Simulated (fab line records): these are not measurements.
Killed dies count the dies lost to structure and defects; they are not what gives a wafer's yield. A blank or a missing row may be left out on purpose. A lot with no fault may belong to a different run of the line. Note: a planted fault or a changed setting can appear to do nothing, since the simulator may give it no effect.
Which tool is to blame?    flow sky130    Sampling: 14 lots, 42 wafers, 3 of 708 route steps

WHAT THE GAUGES SHOWED, per wafer
SKY_VIA2_BOW_MEAS_03. Usual: VIA2_BOW 86 um, standard deviation 7.7.
lot   measured      on             VIA2_BOW (um)  flag
L259  day 35 08:36  film metro-02  83 79 85       
L261  day 35 22:43  film metro-03  83 91 94       
L262  day 36 01:52  film metro-03  99 92 98       
L263  day 36 15:48  film metro-01  87 87 102      
L264  day 37 04:46  film metro-01  97 78 89       
L265  day 37 15:05  film metro-02  90 78 85       
L266  day 37 22:44  film metro-03  79 77 81       
L269  day 38 19:40  film metro-01  76 79 84       
L268  day 38 21:26  film metro-01  89 83 86       
L273  day 39 12:01  film metro-03  90 89 105      
L274  day 40 03:56  film metro-03  100 87 76      
L277  day 40 19:28  film metro-01  101 96 85      
L278  day 40 20:26  film metro-03  88 81 90       
L280  day 41 17:31  film metro-03  79 88 91       

SKY_VIA3_RS_MEAS_22: a four-point-probe measurement. Usual: VIA3_W_RS 0.293 ohm/sq, standard deviation 0.0034.
lot   measured      on             VIA3_W_RS (ohm/sq)  flag
L259  day 39 21:16  film metro-01  0.296 0.293 0.294   
L261  day 40 10:43  film metro-03  0.291 0.296 0.290   
L262  day 40 11:56  film metro-04  0.294 0.290 0.290   
L263  day 41 01:31  film metro-04  0.299 0.295 0.298   
L264  day 41 14:37  film metro-03  0.293 0.292 0.291   
L265  day 41 23:22  film metro-03  0.301 0.294 0.295   
L266  day 42 09:42  film metro-03  0.296 0.294 0.296   
L269  day 43 00:46  film metro-03  0.299 0.294 0.297   
L268  day 43 02:18  film metro-03  0.295 0.293 0.295   
L273  day 43 16:37  film metro-04  0.290 0.291 0.290   
L274  day 44 08:57  film metro-04  0.298 0.300 0.298   
L277  day 44 22:01  film metro-03  0.299 0.292 0.295   
L278  day 44 21:30  film metro-01  0.295 0.290 0.293   
L280  day 46 03:30  film metro-04  0.289 0.295 0.294   

EACH LOT AND THE TOOL THAT RAN IT (in order: tool; ch and the chambers of the sampled wafers; start)
lot   SKY_VIA2_CMP_24
L259  cmp-02 ch 1,2,3, day 36 12:35
L261  cmp-01 ch 1,3, day 37 03:03
L262  cmp-01 ch 0,1,2, day 37 05:30
L263  cmp-02 ch 0,1,2, day 37 19:04
L264  cmp-02 ch 0,1,3, day 38 08:10
L265  cmp-01 ch 0,1,2, day 38 18:16
L266  cmp-01 ch 0,1, day 39 04:47
L269  cmp-02 ch 2,3, day 39 21:44
L268  cmp-02 ch 1,2,3, day 39 23:03
L273  cmp-02 ch 0,1,3, day 40 14:04
L274  cmp-01 ch 0,2,3, day 41 05:56
L277  cmp-01 ch 1,2,3, day 41 20:43
L278  cmp-02 ch 0,2, day 41 21:05
L280  cmp-02 ch 2,3, day 42 18:43
- SKY_VIA2_CMP_24: polishes, stops on SiO2, t overpolish 20 s, target thk 0 nm.

AS READ BY THE TOOLS THEMSELVES (means over the sampled wafers that have a number; for cases with no such wafer, the mark the record gives instead)
SKY_VIA2_CMP_24. Usual: motor current A 10.2 A, standard deviation 0.83; overpolish run s 20.000 s, standard deviation 0.0083; retaining ring pressure frac 1.000, standard deviation 0.0054; time to endpoint s 103 s, standard deviation 4.4.
lot   tool    motor current A (A)  overpolish run s (s)  retaining ring pressure frac  time to endpoint s (s)  flag
L259  cmp-02  11.0                 20.006                0.998                         98                      
L261  cmp-01  10.4                 20.001                1.008                         107                     
L262  cmp-01  9.9                  19.998                1.002                         105                     
L263  cmp-02  10.2                 19.998                1.004                         101                     
L264  cmp-02  10.6                 19.999                0.995                         102                     
L265  cmp-01  9.7                  20.001                1.002                         103                     
L266  cmp-01  9.4                  19.995                1.003                         101                     
L269  cmp-02  10.3                 20.006                0.997                         102                     
L268  cmp-02  10.9                 20.002                1.006                         101                     
L273  cmp-02  10.1                 19.994                0.994                         106                     
L274  cmp-01  10.2                 19.999                0.999                         99                      
L277  cmp-01  10.2                 19.994                1.001                         104                     
L278  cmp-02  10.1                 19.997                1.002                         100                     
L280  cmp-02  10.4                 19.998                0.998                         104                     

THE ANSWER, worked out from the rows above alone
Rule: a lot is off if the mean of its wafers that have a number lies more than 3 standard deviations from the usual mean. A lot without any number at a reading at which 4 lots or more have one is off too. All remaining lots with rows at the step are treated as sound. First the gauges in route order, then the tools' own readings, where a lot's mean is used as printed above. At the first step where some lot is off, the reading lying furthest off is the one used; lots without a number count as furthest.
None of the lots is off at any reading shown; this tells nothing.

WHAT HAD BEEN PUT IN BY THE SIMULATOR
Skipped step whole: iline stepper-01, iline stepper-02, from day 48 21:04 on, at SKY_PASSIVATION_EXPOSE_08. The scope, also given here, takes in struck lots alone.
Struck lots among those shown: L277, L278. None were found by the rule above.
